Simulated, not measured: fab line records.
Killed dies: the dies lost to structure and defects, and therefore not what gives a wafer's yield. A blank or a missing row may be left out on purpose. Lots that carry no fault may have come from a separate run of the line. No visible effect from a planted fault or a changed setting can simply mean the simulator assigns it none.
Struck lot and sound lot, side by side | flow sky130 | 15 steps out of a route of 708
Sound: wafers L128.1, L128.2, L128.5. The struck wafers were L141.1, L141.4. At the end, the cause is stated.
Order at every step that has rows: each side's tool, ch and its chambers, its first start. Under that, the readings that differ: sound wafers | struck wafers | difference of the means | sigmas: that difference in standard deviations of wafers without a fault.
alike: readings whose means differ by less than 2 such deviations, and words and numbers that are the same on both sides. not compared: withheld readings, readings that some wafer has no value for, bounds like >300 that may hide the same value, and numbers for which the record gives no deviation and whose values overlap.
A row with sigmas, a row that says differs or no value, or rows on one side alone: a step with any of these is where the two part. Numbers that don't overlap but have no deviation are shown without sigmas and don't part them. A reading that every wafer of one side lacks parts them only if that side has two wafers or more.

SKY_LOCAL_INTERCONNECT_THK_MEAS_02: measures by xrf.
  sound on film metro-03 at day 29 19:10; struck on film metro-01 at day 34 00:38
  alike: LOCAL_INTERCONNECT_TIN_THK
then, 8 steps without rows for these wafers: SKY_LOCAL_INTERCONNECT_DEHYDRATE_03 (time 60 s); SKY_LOCAL_INTERCONNECT_HMDS_04 (prime time 60 s); SKY_LOCAL_INTERCONNECT_COAT_05 (resist thk 60 nm); SKY_LOCAL_INTERCONNECT_COAT_06 (resist thk 450 nm); SKY_LOCAL_INTERCONNECT_SOFTBAKE_07 (time 90 s); SKY_LOCAL_INTERCONNECT_EXPOSE_08 (exposes mask LI1M, target cd 170 nm); SKY_LOCAL_INTERCONNECT_PEB_09; SKY_LOCAL_INTERCONNECT_DEVELOP_10 (develop time 60 s).
SKY_LOCAL_INTERCONNECT_CD_MEAS_11 targets a cd of 170 nm.
  sound on cd sem-01 at day 30 23:22; struck on cd sem-01 at day 35 02:58
  alike: cd nm
SKY_LOCAL_INTERCONNECT_OVL_MEAS_12:
  sound on overlay-02 at day 30 23:29; struck on overlay-01 at day 35 03:05
  reading                     | sound  | struck | difference | sigmas
  LOCAL_INTERCONNECT_OVL (nm) | 0 -3 3 | -16 -8 | -12        | -2
SKY_LOCAL_INTERCONNECT_ETCH_13: etches BARC in N2/H2, stops on SiO2, time 45.9 s, target depth 60 nm.
  sound on rie metal-01 ch 0,1, day 30 23:31; struck on rie metal-03 ch 0, day 35 03:07
  alike: drypump motor current A, he backside leak sccm, n2 flow sccm, oes product au, throttle valve pct
  not compared: rf hours counter h
SKY_LOCAL_INTERCONNECT_METAL_ETCH_14: etches TiN in Cl2/BCl3, stops on PSG, target depth 110 nm, time 31.4 s.
  sound on rie metal-01 ch 0,1, day 30 23:35; struck on rie metal-03 ch 0, day 35 03:11
  reading                                                   | sound                | struck        | difference | sigmas
  oes product au (a.u.)                                     | 0.959 0.970 0.956    | 0.827 0.839   | -0.129     | -18
  throttle valve pct (%)                                    | 21.889 21.890 21.888 | 21.968 21.979 | +0.085     | +9
  model.etch.depth nm (nm)                                  | 102.5 104 102.8      | 80.58 80.11   | -22.75     |
  model.LOCAL_INTERCONNECT.feature depth nm (nm)            | 102.5 104 102.8      | 80.58 80.11   | -22.75     |
  model.KrF-thick_of_LOCAL_INTERCONNECT_COAT_06.thk nm (nm) | 347.7 348.3 349.1    | 362.1 362.2   | +13.8      |
  alike: drypump motor current A, he backside leak sccm
  not compared: rf hours counter h
SKY_LOCAL_INTERCONNECT_STRIP_15: strips in O2/N2.
  sound on plasma asher-04 ch 0,1, day 30 23:38; struck on plasma asher-03 ch 0, day 35 03:14
  reading                      | sound             | struck      | difference | sigmas
  drypump motor current A (A)  | 5.3 5.3 5.3       | 6.5 6.5     | +1.2       | +2
  strip time to endpoint s (s) | 4.721 4.705 4.729 | 4.872 4.858 | +0.147     | +6
  alike: n2 flow sccm, oes product au
  not compared: rf hours counter h
then, 1 step without rows for these wafers: SKY_LOCAL_INTERCONNECT_STRIP_16 (strips in post etch residue remover, time 1200 s).

## WHERE THEY PART
First at SKY_LOCAL_INTERCONNECT_OVL_MEAS_12; last, within this record, at SKY_LOCAL_INTERCONNECT_STRIP_15.

WHY: whatever the simulator had introduced
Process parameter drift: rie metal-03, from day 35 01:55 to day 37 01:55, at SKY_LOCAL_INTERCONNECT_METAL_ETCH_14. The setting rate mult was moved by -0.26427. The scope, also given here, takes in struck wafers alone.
